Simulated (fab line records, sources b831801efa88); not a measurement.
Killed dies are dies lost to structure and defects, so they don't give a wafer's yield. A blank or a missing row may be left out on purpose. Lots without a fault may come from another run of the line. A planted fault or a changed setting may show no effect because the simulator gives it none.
Tool commonality check | flow gf180mcu | 13 lots, 39 wafers sampled

WHY IT WAS OPENED
At GF_PSD_CD_MEAS_07 the reading cd_nm is flagged on 1 of 13 lots. Wafers without a fault read 400.0 nm, standard deviation 2.8.
Rule: a lot is flagged when every wafer of it that has a number lies more than 4 standard deviations from that mean, or none has a number. The other lots count as sound.

lot  | measured     | on        | cd_nm (nm), wafer by wafer | flag
L278 | day 14 03:03 | cd_sem-02 | 404.6 401.0 404.7          |
L279 | day 14 13:00 | cd_sem-01 | 398.7 399.0 397.1          |
L281 | day 14 21:04 | cd_sem-01 | 397.6 398.0 397.1          |
L282 | day 15 11:36 | cd_sem-01 | 401.2 400.4 401.0          |
L283 | day 15 18:23 | cd_sem-01 | 402.0 400.0 403.8          |
L284 | day 16 04:32 | cd_sem-02 | 395.2 396.2 397.7          |
L285 | day 16 14:59 | cd_sem-01 | 403.0 399.7 398.6          |
L287 | day 17 08:14 | cd_sem-01 | 395.4 395.7 397.6          |
L288 | day 17 22:34 | cd_sem-02 | 399.3 399.2 402.6          |
L290 | day 18 09:55 | cd_sem-01 | 401.7 398.9 399.3          |
L291 | day 18 18:44 | cd_sem-01 | 396.9 395.4 397.6          |
L292 | day 19 04:46 | cd_sem-01 | 400.8 400.6 398.8          |
L293 | day 19 16:08 | cd_sem-01 | 323.5 320.4 324.1          | FLAGGED
The numbers of the flagged lots are 322.7 nm on average: -77.3 nm against the usual, or -28 standard deviations.

WHICH TOOL RAN EACH LOT
The record holds 1 process step before the reading, out of a route of 602 steps. In each cell: the tool, then ch and the chambers that the sampled wafers went through, then the start.
lot  | flag    | GF_PSD_EXPOSE_04
L278 |         | iline_stepper-02 ch 0, day 13 17:05
L279 |         | iline_stepper-02 ch 0, day 14 03:03
L281 |         | iline_stepper-01 ch 0, day 14 11:16
L282 |         | iline_stepper-02 ch 0, day 15 01:14
L283 |         | iline_stepper-01 ch 0, day 15 07:48
L284 |         | iline_stepper-02 ch 0, day 15 17:36
L285 |         | iline_stepper-01 ch 0, day 16 03:58
L287 |         | iline_stepper-02 ch 0, day 16 21:04
L288 |         | iline_stepper-02 ch 0, day 17 11:02
L290 |         | iline_stepper-02 ch 0, day 17 22:05
L291 |         | iline_stepper-02 ch 0, day 18 07:08
L292 |         | iline_stepper-01 ch 0, day 18 16:45
L293 | FLAGGED | iline_stepper-02 ch 0, day 19 04:37
What these steps do:
- GF_PSD_EXPOSE_04: exposes mask Pplus, target cd 400 nm.
- GF_PSD_CD_MEAS_07: target cd 400 nm.

FLAGGED OVER TOTAL, TOOL BY TOOL (the gauges that took the reading come last)
step              | tool             | lots run | flagged | share of the flagged lots | sound lots run after its first flagged lot
GF_PSD_EXPOSE_04  | iline_stepper-01 | 4        | 0       | none                      | -
GF_PSD_EXPOSE_04  | iline_stepper-02 | 9        | 1       | all                       | 0
GF_PSD_CD_MEAS_07 | cd_sem-01        | 10       | 1       | all                       | 0
GF_PSD_CD_MEAS_07 | cd_sem-02        | 3        | 0       | none                      | -

WHAT THE TABLE ALLOWS
2 rows of the table ran every flagged lot: iline_stepper-02 at GF_PSD_EXPOSE_04, cd_sem-01 at GF_PSD_CD_MEAS_07.
- iline_stepper-02 at GF_PSD_EXPOSE_04: 1 of its 9 lots flagged. Its last sound lot is L291 (day 18 07:08), its first flagged lot L293 (day 19 04:37): a fault that began between those two fits.
- cd_sem-01 at GF_PSD_CD_MEAS_07: 1 of its 10 lots flagged. Its last sound lot is L292 (day 19 04:46), its first flagged lot L293 (day 19 16:08): a fault that began between those two fits.
Counting lots can't tell these 2 tools apart, because each fits a fault that began at some hour. More lots, or a look at what each step does to the wafer, might.

WHAT THE SIMULATOR HAD PUT IN
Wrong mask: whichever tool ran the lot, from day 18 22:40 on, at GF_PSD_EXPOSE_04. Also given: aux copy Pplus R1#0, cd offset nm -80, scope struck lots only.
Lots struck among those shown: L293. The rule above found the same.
